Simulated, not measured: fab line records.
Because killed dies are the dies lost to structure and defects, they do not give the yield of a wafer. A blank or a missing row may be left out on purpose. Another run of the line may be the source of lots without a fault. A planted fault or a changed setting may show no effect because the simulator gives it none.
fab line records	flow sky130
record: lots: 6	wafers: 18	last-day: 50
route steps=708 shown FIELD_ISO@4 PAD_OPEN@708
lots that met no fault: taken from a fault-free run of the same line
start-h: hours from the record's first day to the start of the lot's first wafer shown	wait-h: hours from the lot's prior step to this one	" identical to the entry in the row above	L1.1+2: several wafers, shown together as one row	- no value, or no start was given	* or withheld: withheld	< > ~ a bound
route shown NAME@n: NAME is a module with steps in the file, n the number in the route of the first one	usual: mean/standard deviation of fault-free wafers	same: alike in all rows	chamber/n: place in a boat	sites: readings site by site	_std_site: how widely they spread, as a standard deviation	_edge_site: the outer-site mean with the inner-site mean subtracted	radius-mm: how far each site lies from the wafer's centre	mask NAME#n: copy n	behind: the last tool/chamber to shape the wafer	hold: what put the lot on hold/how long, in hours/how the hold closed	device: names the non-switching transistor (n, p or np)	end of line: the same wafers' tests at the end of the route	for a step that has no rows: nothing shown but its recipe	killed: dies lost to structure and defects at the first sort, not the wafer's yield	map: a wafer's dies, marking killed ones x, the rest . and places with no die _
set.NAME: the setting that was run; set.NAME@STEP: the one run at that earlier step	model.NAME: the simulator's own value behind a step, which no gauge read
certain route steps with their lots: each step a table, each wafer a row
services: when a tool's chamber went out of use (start-h, in hours from the record's first day, below 0 if earlier), for how many hours, and the reason
== steps ==
step: SKY_FIELD_ISO_CVD_03
recipe: material: Si3N4	precursor: DCS/NH3	target-thk-nm: 165	temp-c: 770	time-s: 2830	pressure-mtorr: 250
step: SKY_FIELD_ISO_THK_MEAS_04
recipe: reads: Si3N4_of_FIELD_ISO_CVD_03
usual: FIELD_ISO_CVD_03_THK: 165.9/1.6
lot.wafer	tool	chamber	start-h	wait-h	FIELD_ISO_CVD_03_THK[nm]
L827.1	film-metro-02	-	25.10	0.0	166.7
L827.3	"	-	"	"	165.7
L827.6	"	-	"	"	166.3
L829.1	film-metro-02	-	35.72	0.0	167.5
L829.4	"	-	"	"	167.1
L829.6	"	-	"	"	166.7
L831.1	film-metro-02	-	44.37	0.0	167.6
L831.2	"	-	"	"	167.0
L831.6	"	-	"	"	167.4
L846.2	film-metro-01	-	119.12	0.0	165.9
L846.4	"	-	"	"	165.8
L846.6	"	-	"	"	166.1
L847.2	film-metro-03	-	123.59	0.0	164.9
L847.3	"	-	"	"	165.8
L847.4	"	-	"	"	164.9
L848.1	film-metro-03	-	128.53	0.0	164.2
L848.5	"	-	"	"	165.3
L848.6	"	-	"	"	165.7
step: SKY_FIELD_ISO_DEHYDRATE_05
recipe: temp-c: 200	time-s: 60
step: SKY_FIELD_ISO_HMDS_06
recipe: prime-time-s: 60	prime-temp-c: 120
step: SKY_FIELD_ISO_COAT_07
recipe: resist: BARC	temp-c: withheld	time-s: withheld	spin-rpm: 3000	resist-thk-nm: 60
step: SKY_FIELD_ISO_COAT_08
recipe: resist: KrF-thick	spin-rpm: 3000	resist-thk-nm: 450
step: SKY_FIELD_ISO_SOFTBAKE_09
recipe: temp-c: 100	time-s: 94.5	resist: KrF-thick
usual: heater-power-total-W: 57.27/0.11	plate-sensor-t-centre-C: 100.88/0.0098	plate-sensor-t-edge-C: 100.95/0.01	resist-line-temp-C: 23.02/0.1
lot.wafer	tool	chamber	start-h	wait-h	heater-power-total-W	plate-sensor-t-centre-C	plate-sensor-t-edge-C	resist-line-temp-C
L827.1	litho-track-02	0	-	-	57.24	100.88	100.94	23.01
L827.3	"	0	"	"	57.32	100.89	100.96	23.11
L827.6	"	0	"	"	57.22	100.88	100.94	23.19
L829.1	litho-track-01	0	-	-	57.17	100.88	100.95	23.00
L829.4	"	0	"	"	57.22	100.9	100.96	23.19
L829.6	"	0	"	"	57.52	100.88	100.95	23.09
L831.1	litho-track-03	0	-	-	57.29	100.88	100.96	22.87
L831.2	"	0	"	"	57.24	100.88	100.96	22.96
L831.6	"	0	"	"	57.45	100.87	100.96	22.94
L846.2	litho-track-01	0	-	-	57.18	100.88	100.96	23.24
L846.4	"	0	"	"	57.29	100.9	100.95	23.15
L846.6	"	0	"	"	57.30	100.87	100.96	23.15
L847.2	litho-track-02	0	-	-	57.12	100.88	100.96	23.15
L847.3	"	0	"	"	57.22	100.88	100.95	22.94
L847.4	"	0	"	"	57.24	100.88	100.94	22.95
L848.1	litho-track-01	0	-	-	57.30	100.89	100.97	22.91
L848.5	"	0	"	"	57.34	100.88	100.95	22.92
L848.6	"	0	"	"	57.18	100.9	100.95	23.00
step: SKY_FIELD_ISO_EXPOSE_10
recipe: mask-id: FOM	na: 0.68	source-shape: annular	sigma-inner: 0.4	sigma-outer: 0.8	target-cd-nm: 150	dose-mj: 28
step: SKY_FIELD_ISO_PEB_11
recipe: peb-temp-c: withheld	peb-time-s: withheld	resist: KrF-thick
step: SKY_FIELD_ISO_DEVELOP_12
recipe: develop-time-s: 60	resist: KrF-thick	dev-temp-c: 21
step: SKY_FIELD_ISO_CD_MEAS_13
recipe: target-cd-nm: 150
usual: cd-nm: 149.6/1.3
lot.wafer	tool	chamber	start-h	wait-h	cd-nm
L827.1	cd-sem-01	-	41.28	-	149.1
L827.3	"	-	"	"	150.1
L827.6	"	-	"	"	150.6
L829.1	cd-sem-02	-	51.90	-	146.6
L829.4	"	-	"	"	148.3
L829.6	"	-	"	"	146.6
L831.1	cd-sem-02	-	61.25	-	149.7
L831.2	"	-	"	"	150.7
L831.6	"	-	"	"	150.7
L846.2	cd-sem-01	-	137.55	-	152.4
L846.4	"	-	"	"	151.0
L846.6	"	-	"	"	151.5
L847.2	cd-sem-02	-	143.07	-	151.5
L847.3	"	-	"	"	150.1
L847.4	"	-	"	"	149.2
L848.1	cd-sem-01	-	146.93	-	150.7
L848.5	"	-	"	"	151.3
L848.6	"	-	"	"	150.5
step: SKY_FIELD_ISO_ETCH_14
recipe: chemistry: N2/H2	target: BARC	ion-energy-ev: 200	source-w: 500	bias-w: 100	pressure-mtorr: 30	n2-flow-sccm: 100	h2-flow-sccm: 200	stop-on: SiO2	time-s: 43.82	target-depth-a: 600
usual: bias-w: 100.0/0.3	chamber-pressure-mTorr: 29.997/0.029	drypump-motor-current-A: 5.7/0.46	h2-flow-sccm: 200.1/0.6	oes-product-au: 0.878/0.0049	throttle-valve-pct: 13.226/0.0091
lot.wafer	tool	chamber	start-h	wait-h	bias-w	chamber-pressure-mTorr	drypump-motor-current-A	h2-flow-sccm	oes-product-au	rf-hours-counter-h	throttle-valve-pct
L827.1	rie-diel-04	0	41.40	0.1	99.5	30.001	5.7	200.2	0.877	139	13.216
L827.3	"	2	"	"	99.8	30.001	6.2	201.3	0.870	127	13.236
L827.6	"	0	"	"	100.3	30.015	5.7	200.3	0.877	-	13.213
L829.1	rie-diel-03	1	52.02	0.1	100.2	30.035	5.5	200.5	0.876	172	13.227
L829.4	"	1	"	"	100.2	30.055	5.5	200.4	0.879	-	13.230
L829.6	"	3	"	"	99.3	29.976	4.7	199.5	0.878	-	13.228
L831.1	rie-diel-03	0	61.37	0.1	100.6	29.988	5.7	200.5	0.885	115	13.225
L831.2	"	1	"	"	100.0	30.018	5.5	200.6	0.890	173	13.244
L831.6	"	1	"	"	100.0	29.967	5.5	200.1	0.876	-	13.230
L846.2	rie-diel-03	1	137.65	0.1	99.4	29.990	5.5	200.0	0.880	2	13.208
L846.4	"	2	"	"	100.4	30.013	5.8	199.5	0.885	-	13.218
L846.6	"	0	"	"	100.1	29.989	5.7	200.3	0.874	-	13.228
L847.2	rie-diel-04	2	143.17	0.1	100.3	29.995	6.2	199.9	0.877	130	13.248
L847.3	"	3	"	"	99.9	30.003	5.9	199.7	0.871	74	13.242
L847.4	"	0	"	"	100.0	29.987	5.7	201.0	0.875	141	13.219
L848.1	rie-diel-03	2	147.05	0.1	99.9	30.054	5.8	200.1	0.888	155	13.224
L848.5	"	2	"	"	100.0	30.031	5.8	199.9	0.875	-	13.225
L848.6	"	1	"	"	100.0	29.968	5.5	199.8	0.877	-	13.224
step: SKY_FIELD_ISO_ETCH_15
recipe: chemistry: CHF3/O2	target-depth-nm: 180	stop-on: Si	source-w: 600	bias-w: 200	pressure-mtorr: 40	chf3-flow-sccm: 50	O2_flow_sccm: 5	time-s: 72
usual: O2_flow_sccm: 5.000/0.014	bias-w: 199.9/0.64	drypump-motor-current-A: 5.7/0.46	oes-product-au: 0.949/0.0071	throttle-valve-pct: 8.845/0.0093
lot.wafer	tool	chamber	start-h	wait-h	O2_flow_sccm	bias-w	drypump-motor-current-A	oes-product-au	rf-hours-counter-h	throttle-valve-pct	model.KrF-thick_of_FIELD_ISO_COAT_08.thk-nm
L827.1	rie-diel-04	0	41.44	0.0	5.004	200.5	5.7	0.950	139	8.842	235.4
L827.3	"	2	"	"	4.997	199.8	6.2	0.947	127	8.836	236.5
L827.6	"	0	"	"	5.008	200.1	5.7	0.944	-	8.846	235.1
L829.1	rie-diel-03	1	52.09	0.0	5.007	199.3	5.5	0.950	172	8.858	238.9
L829.4	"	1	"	"	5.010	200.3	5.5	0.960	-	8.856	238.2
L829.6	"	3	"	"	5.024	200.5	4.7	0.950	-	8.826	242.7
L831.1	rie-diel-03	0	61.41	0.0	5.001	199.8	5.7	0.955	115	8.838	247.9
L831.2	"	1	"	"	4.997	200.7	5.5	0.948	173	8.829	237.1
L831.6	"	1	"	"	5.018	200.3	5.5	0.965	-	8.845	236.3
L846.2	rie-diel-03	1	137.69	0.0	-	-	-	-	-	-	396.6
L846.4	"	2	"	"	-	-	-	-	-	-	396.2
L846.6	"	0	"	"	-	-	-	-	-	-	399.5
L847.2	rie-diel-04	2	143.22	0.0	-	-	-	-	-	-	392.7
L847.3	"	3	"	"	-	-	-	-	-	-	392.5
L847.4	"	0	"	"	-	-	-	-	-	-	393.7
L848.1	rie-diel-03	2	147.09	0.0	5.009	200.6	5.8	0.950	155	8.860	241.9
L848.5	"	2	"	"	4.996	200.0	5.7	0.948	-	8.833	240.2
L848.6	"	1	"	"	5.010	199.4	5.5	0.946	-	8.836	240.1
step: SKY_FIELD_ISO_STRIP_16
recipe: chemistry: O2/N2	power-w: 1400	pressure-mtorr: 1500	platen-temp-c: withheld	o2-flow-sccm: 3000	n2-flow-sccm: 300	overash-fraction: 0.5
usual: drypump-motor-current-A: 5.79/0.29	oes-product-au: 0.379/0.0051	strip-time-to-endpoint-s: 3.57/0.054
lot.wafer	tool	chamber	start-h	wait-h	drypump-motor-current-A	oes-product-au	rf-hours-counter-h	strip-time-to-endpoint-s
L827.1	plasma-asher-02	1	41.50	0.0	5.80	0.379	37	3.53
L827.3	"	1	"	"	5.77	0.378	-	3.56
L827.6	"	1	"	"	5.83	0.377	-	3.52
L829.1	plasma-asher-02	0	52.17	0.1	5.59	0.380	38	3.57
L829.4	"	0	"	"	5.59	0.387	-	3.57
L829.6	"	1	"	"	5.76	0.385	-	3.63
L831.1	plasma-asher-01	0	61.47	0.0	6.35	0.380	34	3.67
L831.2	"	1	"	"	5.42	0.372	34	3.56
L831.6	"	0	"	"	6.34	0.375	-	3.54
L846.2	plasma-asher-02	0	137.75	0.0	5.61	0.447	46	5.23
L846.4	"	1	"	"	5.80	0.437	-	5.25
L846.6	"	0	"	"	5.61	0.448	-	5.27
L847.2	plasma-asher-01	1	143.27	0.0	5.42	0.437	42	5.19
L847.3	"	1	"	"	5.40	0.438	-	5.20
L847.4	"	0	"	"	6.36	0.446	-	5.20
L848.1	plasma-asher-04	0	147.15	0.0	6.00	0.385	3	3.63
L848.5	"	0	"	"	5.97	0.383	-	3.61
L848.6	"	1	"	"	5.71	0.382	-	3.59
step: SKY_FIELD_ISO_ETCH_17
recipe: target-depth-a: 3420	mask-material: Si3N4	chemistry: HBr/Cl2/O2	target: Si	taper-deg: 5	icp-w: 600	bias-w: 150	pressure-mtorr: 15	HBr_flow_sccm: 150	Cl2_flow_sccm: 40	O2_flow_sccm: 6	time-s: 97.7
usual: HBr_flow_sccm: 150.0/0.47	O2_flow_sccm: 6.001/0.019	drypump-motor-current-A: 5.81/0.3	mfc-cl2-sccm: 40.00/0.12	oes-product-au: 0.996/0.02	throttle-valve-pct: 25.660/0.016
lot.wafer	tool	chamber	start-h	wait-h	HBr_flow_sccm	O2_flow_sccm	drypump-motor-current-A	mfc-cl2-sccm	oes-product-au	rf-hours-counter-h	throttle-valve-pct
L827.1	rie-si-02	0	41.60	0.1	149.7	5.997	6.15	39.83	0.991	77	25.662
L827.3	"	3	"	"	150.1	6.007	5.75	40.05	1.005	79	25.649
L827.6	"	2	"	"	150.1	5.999	5.85	39.90	1.012	-	25.650
L829.1	rie-si-01	1	52.27	0.1	150.7	6.005	5.64	39.92	0.977	3	25.662
L829.4	"	0	"	"	149.6	5.973	5.58	40.13	1.015	90	25.637
L829.6	"	1	"	"	150.0	5.966	5.64	39.73	0.982	-	25.672
L831.1	rie-si-01	2	61.57	0.1	149.8	6.016	6.22	39.95	0.968	43	25.672
L831.2	"	1	"	"	149.8	5.984	5.62	40.00	0.975	4	25.668
L831.6	"	3	"	"	150.7	5.970	5.98	39.83	0.974	-	25.692
L846.2	rie-si-02	1	137.85	0.1	150.8	6.013	5.21	40.03	1.023	21	25.644
L846.4	"	0	"	"	149.9	5.996	6.17	39.93	0.980	77	25.695
L846.6	"	3	"	"	150.0	6.014	5.77	39.92	0.999	-	25.654
L847.2	rie-si-02	2	143.37	0.1	150.1	6.025	5.83	39.99	1.027	110	25.651
L847.3	"	3	"	"	150.0	5.990	5.76	39.99	1.004	80	25.663
L847.4	"	1	"	"	150.3	5.979	5.20	40.21	1.034	21	25.620
L848.1	rie-si-01	0	147.25	0.1	150.4	5.999	5.61	40.03	1.019	91	25.636
L848.5	"	2	"	"	149.8	6.010	6.21	40.06	0.973	-	25.676
L848.6	"	3	"	"	149.6	6.001	6.02	40.08	0.967	-	25.689
step: SKY_PAD_OPEN_PROBE_99
usual: killed_at_M0_to_M3: 43/7.5	killed_at_M4_up: 3.2/1.9	killed-at-contacts: 24/4.9	killed-at-front-end: 15/4.3	killed-at-other: 0.4/0.72	killed-dies: 86/9.1	killed-on-rim: 17/3.8	killed-open: 47/6.5	killed-short: 39/6.5
same: gross-dies: 492	killed-at-back-side: 0
lot.wafer	tool	chamber	start-h	wait-h	hold	killed_at_M0_to_M3	killed_at_M4_up	killed-at-contacts	killed-at-front-end	killed-at-other	killed-dies	killed-on-rim	killed-open	killed-short
L827.1	prober-02	-	1100.95	0.1	-	43	5	17	12	0	77	14	45	32
L827.3	prober-02	-	1101.05	0.2	-	53	4	25	11	0	93	17	57	36
L827.6	prober-02	-	1101.20	0.2	-	46	3	28	12	0	89	20	45	44
L829.1	prober-01	-	1119.25	0.1	-	45	6	20	16	0	87	22	51	34
L829.4	prober-01	-	1119.40	0.2	-	43	2	26	11	0	82	10	46	35
L829.6	prober-01	-	1119.50	0.2	-	46	5	15	11	1	78	10	50	25
L831.1	prober-02	-	1123.42	0.1	-	47	7	21	8	0	83	15	42	41
L831.2	prober-02	-	1123.47	0.1	-	40	0	32	14	0	86	18	56	30
L831.6	prober-02	-	1123.67	0.2	-	35	2	27	10	4	78	15	47	31
L846.2	prober-01	-	1200.85	0.1	await-dispo/1.8h/scrap	51	1	17	422	1	492	96	48	37
L846.4	prober-01	-	1200.95	0.2	await-dispo/1.8h/scrap	28	4	30	430	0	492	96	42	34
L846.6	prober-01	-	1201.05	0.2	await-dispo/1.8h/scrap	38	1	22	430	1	492	96	43	39
L847.2	prober-02	-	1206.44	0.1	await-dispo/1.8h/scrap	38	1	28	425	0	492	96	42	37
L847.3	prober-02	-	1206.49	0.2	await-dispo/1.8h/scrap	29	2	36	424	1	492	96	42	35
L847.4	prober-02	-	1206.54	0.2	await-dispo/1.8h/scrap	34	4	25	428	1	492	96	49	29
L848.1	prober-01	-	1207.90	0.1	-	59	2	17	8	0	86	20	49	37
L848.5	prober-01	-	1208.10	0.2	-	46	5	22	9	0	82	23	43	39
L848.6	prober-01	-	1208.15	0.2	-	45	4	30	16	0	95	16	54	40
killed by level:class
L827.1 CONTACT:geometric-particle:open=10 VIA1:geometric-particle:open=9 VIA3:geometric-particle:open=8 FIELD_ISO:geometric-particle:open=6 METAL2:geometric-particle:short=5 VIA1:geometric-particle:short=5 LI_CONTACT:geometric-particle:open=4 METAL4:geometric-particle:short=4
L827.3 VIA1:geometric-particle:open=17 CONTACT:geometric-particle:open=15 METAL2:geometric-particle:short=10 FIELD_ISO:geometric-particle:short=5 LI_CONTACT:geometric-particle:open=5 POLY_GATE:geometric-particle:short=5 VIA2:geometric-particle:open=5 VIA3:geometric-particle:open=5
L827.6 METAL2:geometric-particle:short=9 CONTACT:geometric-particle:short=9 LI_CONTACT:geometric-particle:open=8 VIA1:geometric-particle:open=7 CONTACT:geometric-particle:open=7 VIA2:geometric-particle:open=6 VIA2:geometric-particle:short=5 VIA3:geometric-particle:open=5
L829.1 CONTACT:geometric-particle:open=9 VIA2:geometric-particle:open=8 VIA1:geometric-particle:open=8 METAL2:geometric-particle:short=8 LI_CONTACT:geometric-particle:open=5 FIELD_ISO:geometric-particle:open=4 VIA3:geometric-particle:open=4 POLY_GATE:geometric-particle:short=4
L829.4 VIA1:geometric-particle:open=10 CONTACT:geometric-particle:open=9 LI_CONTACT:geometric-particle:open=9 METAL1:geometric-particle:short=8 VIA3:geometric-particle:open=7 METAL2:geometric-particle:short=5 FIELD_ISO:geometric-particle:open=3 POLY_GATE:geometric-particle:short=3
L829.6 VIA1:geometric-particle:open=11 VIA2:geometric-particle:open=7 CONTACT:geometric-particle:open=7 VIA3:geometric-particle:open=6 METAL1:geometric-particle:short=5 LI_CONTACT:geometric-particle:open=4 METAL1:geometric-particle:open=4 METAL2:geometric-particle:short=4
L831.1 VIA1:geometric-particle:open=14 VIA3:geometric-particle:open=10 LI_CONTACT:geometric-particle:short=6 CONTACT:geometric-particle:short=5 VIA1:geometric-particle:short=5 VIA2:geometric-particle:short=5 VIA2:geometric-particle:open=5 METAL4:geometric-particle:short=5
L831.2 CONTACT:geometric-particle:open=12 VIA1:geometric-particle:open=11 LI_CONTACT:geometric-particle:open=11 CONTACT:geometric-particle:short=6 METAL3:geometric-particle:short=5 VIA3:geometric-particle:open=5 POLY_GATE:geometric-particle:open=4 VIA2:geometric-particle:open=4
L831.6 CONTACT:geometric-particle:open=11 VIA1:geometric-particle:open=11 LI_CONTACT:geometric-particle:open=8 METAL2:geometric-particle:short=7 FIELD_ISO:geometric-particle:open=4 VIA1:geometric-particle:short=4 VIA2:geometric-particle:open=3 CONTACT:geometric-particle:short=3
L846.2 FIELD_ISO:area-etch=407 VIA1:geometric-particle:open=16 LI_CONTACT:geometric-particle:open=8 POLY_GATE:geometric-particle:short=6 METAL2:geometric-particle:short=5 FIELD_ISO:geometric-particle:open=4 CONTACT:geometric-particle:open=4 VIA1:geometric-particle:short=4
L846.4 FIELD_ISO:area-etch=415 LI_CONTACT:geometric-particle:open=10 CONTACT:geometric-particle:open=8 VIA2:geometric-particle:open=6 FIELD_ISO:geometric-particle:short=5 CONTACT:geometric-particle:short=5 METAL1:geometric-particle:short=5 FIELD_ISO:geometric-particle:open=4
L846.6 FIELD_ISO:area-etch=410 CONTACT:geometric-particle:open=9 VIA1:geometric-particle:open=7 LI_CONTACT:geometric-particle:open=6 POLY_GATE:geometric-particle:short=5 METAL1:geometric-particle:short=5 VIA2:geometric-particle:short=5 FIELD_ISO:geometric-particle:short=4
L847.2 FIELD_ISO:area-etch=412 LI_CONTACT:geometric-particle:open=12 VIA1:geometric-particle:open=9 CONTACT:geometric-particle:open=5 VIA1:geometric-particle:short=5 VIA2:geometric-particle:short=5 FIELD_ISO:geometric-particle:short=4 METAL1:geometric-particle:open=4
L847.3 FIELD_ISO:area-etch=414 LI_CONTACT:geometric-particle:open=10 CONTACT:geometric-particle:open=7 CONTACT:geometric-particle:short=6 LOCAL_INTERCONNECT:geometric-particle:short=6 VIA2:geometric-particle:open=6 VIA3:geometric-particle:open=6 LI_CONTACT:geometric-particle:short=4
L847.4 FIELD_ISO:area-etch=413 VIA1:geometric-particle:open=11 LI_CONTACT:geometric-particle:open=8 CONTACT:geometric-particle:open=7 VIA2:geometric-particle:open=6 FIELD_ISO:geometric-particle:open=5 CONTACT:geometric-particle:short=5 FIELD_ISO:geometric-particle:short=4
L848.1 VIA1:geometric-particle:open=14 VIA2:geometric-particle:open=11 LOCAL_INTERCONNECT:geometric-particle:short=7 METAL1:geometric-particle:short=7 METAL2:geometric-particle:short=7 METAL3:geometric-particle:short=6 VIA3:geometric-particle:open=6 LI_CONTACT:geometric-particle:open=5
L848.5 METAL2:geometric-particle:short=11 VIA1:geometric-particle:open=9 CONTACT:geometric-particle:open=8 VIA3:geometric-particle:open=7 LI_CONTACT:geometric-particle:open=5 FIELD_ISO:geometric-particle:open=4 CONTACT:geometric-particle:short=4 METAL1:geometric-particle:short=4
L848.6 CONTACT:geometric-particle:open=14 VIA1:geometric-particle:open=9 LI_CONTACT:geometric-particle:open=7 VIA2:geometric-particle:open=7 FIELD_ISO:geometric-particle:short=6 FIELD_ISO:geometric-particle:open=5 CONTACT:geometric-particle:short=5 METAL1:geometric-particle:short=5
map L846.2 (x killed, . not)
__________xxxxxxxxxx_________
________xxxxxxxxxxxxxx_______
______xxxxxxxxxxxxxxxxxx_____
_____xxxxxxxxxxxxxxxxxxxx____
____xxxxxxxxxxxxxxxxxxxxxx___
___xxxxxxxxxxxxxxxxxxxxxxxx__
__xxxxxxxxxxxxxxxxxxxxxxxxxx_
_xxxxxxxxxxxxxxxxxxxxxxxxxxxx
_xxxxxxxxxxxxxxxxxxxxxxxxxxxx
_xxxxxxxxxxxxxxxxxxxxxxxxxxxx
_xxxxxxxxxxxxxxxxxxxxxxxxxxxx
_xxxxxxxxxxxxxxxxxxxxxxxxxxxx
_xxxxxxxxxxxxxxxxxxxxxxxxxxxx
_xxxxxxxxxxxxxxxxxxxxxxxxxxxx
_xxxxxxxxxxxxxxxxxxxxxxxxxxxx
__xxxxxxxxxxxxxxxxxxxxxxxxxx_
___xxxxxxxxxxxxxxxxxxxxxxxx__
____xxxxxxxxxxxxxxxxxxxxxx___
_____xxxxxxxxxxxxxxxxxxxx____
______xxxxxxxxxxxxxxxxxx_____
________xxxxxxxxxxxxxx_______
__________xxxxxxxxxx_________
map L847.2 (x killed, . not)
__________xxxxxxxxxx_________
________xxxxxxxxxxxxxx_______
______xxxxxxxxxxxxxxxxxx_____
_____xxxxxxxxxxxxxxxxxxxx____
____xxxxxxxxxxxxxxxxxxxxxx___
___xxxxxxxxxxxxxxxxxxxxxxxx__
__xxxxxxxxxxxxxxxxxxxxxxxxxx_
_xxxxxxxxxxxxxxxxxxxxxxxxxxxx
_xxxxxxxxxxxxxxxxxxxxxxxxxxxx
_xxxxxxxxxxxxxxxxxxxxxxxxxxxx
_xxxxxxxxxxxxxxxxxxxxxxxxxxxx
_xxxxxxxxxxxxxxxxxxxxxxxxxxxx
_xxxxxxxxxxxxxxxxxxxxxxxxxxxx
_xxxxxxxxxxxxxxxxxxxxxxxxxxxx
_xxxxxxxxxxxxxxxxxxxxxxxxxxxx
__xxxxxxxxxxxxxxxxxxxxxxxxxx_
___xxxxxxxxxxxxxxxxxxxxxxxx__
____xxxxxxxxxxxxxxxxxxxxxx___
_____xxxxxxxxxxxxxxxxxxxx____
______xxxxxxxxxxxxxxxxxx_____
________xxxxxxxxxxxxxx_______
__________xxxxxxxxxx_________
== services ==
tool	chamber	start-h	hours	kind
rie-diel-04	-	13.13	15.6	pm
rie-si-02	0	17.73	16.5	repair
plasma-asher-01	-	19.01	2.8	pm
rie-diel-03	2	48.35	15.1	repair
rie-si-02	-	50.39	28.1	pm
rie-diel-03	0	50.66	7.9	repair
rie-si-01	1	62.36	3.9	repair
rie-diel-03	1	63.50	-	clean
rie-diel-03	1	63.50	21.3	scheduled-down
rie-diel-03	1	63.50	21.3	vent-cycle
rie-diel-04	0	76.44	7.4	repair
rie-si-02	0	85.89	7.5	repair
rie-si-02	1	86.89	8.9	repair
rie-diel-03	3	90.34	56.8	repair
rie-si-01	0	94.74	2.4	repair
rie-si-02	-	95.24	0.3	repair
rie-si-01	0	106.07	5.4	repair
plasma-asher-04	-	108.75	9.0	pm
plasma-asher-04	0	108.75	9.0	vent-cycle
plasma-asher-04	1	108.75	9.0	vent-cycle
plasma-asher-04	0	117.75	-	clean
rie-si-02	1	117.93	5.5	repair
rie-si-02	-	120.47	0.1	repair
rie-diel-04	-	122.89	8.4	repair
== key ==
first-sign: step: SKY_FIELD_ISO_ETCH_15	reading: tool-record	direction: missing
effect: step: SKY_FIELD_ISO_STRIP_16	reading: strip-time-to-endpoint-s	direction: up	sigmas: 31	usual: *	struck: *
effect: step: SKY_PAD_OPEN_PROBE_99	reading: killed-at-front-end	direction: up	sigmas: 95	usual: 15	struck: 426
model-effect: step: SKY_FIELD_ISO_ETCH_15	value: KrF-thick_of_FIELD_ISO_COAT_08.thk-nm	without: 239.5	struck: 395.2
more-kills-born-at: SKY_FIELD_ISO_ETCH_15@rie-diel-04: 1239	SKY_FIELD_ISO_ETCH_15@rie-diel-03: 1232
met-at SKY_FIELD_ISO_ETCH_15
struck-wafers L846.2,L846.4,L846.6,L847.2,L847.3,L847.4
later-rows-left-out L846.2,L846.4,L846.6,L847.2,L847.3,L847.4
tester-left-out L846,L847
onset-between 61.41 137.69
fault: kind: skipped-step-whole	tool: rie-diel-03,rie-diel-04	chamber: -	onset-h: 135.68	steps: SKY_FIELD_ISO_ETCH_15	scope: struck-lots-only
tester-left-out: of these lots the tester's yield and bins aren't shown, on N5 and GAA mostly nor the transistor test; their killed dies are dies lost to structure and defects alone, not to doping, threshold or leakage, so they don't give the yield
later-rows-left-out: the simulator's readings of these wafers behind a module that went badly wrong aren't trusted and aren't shown, but for the sort
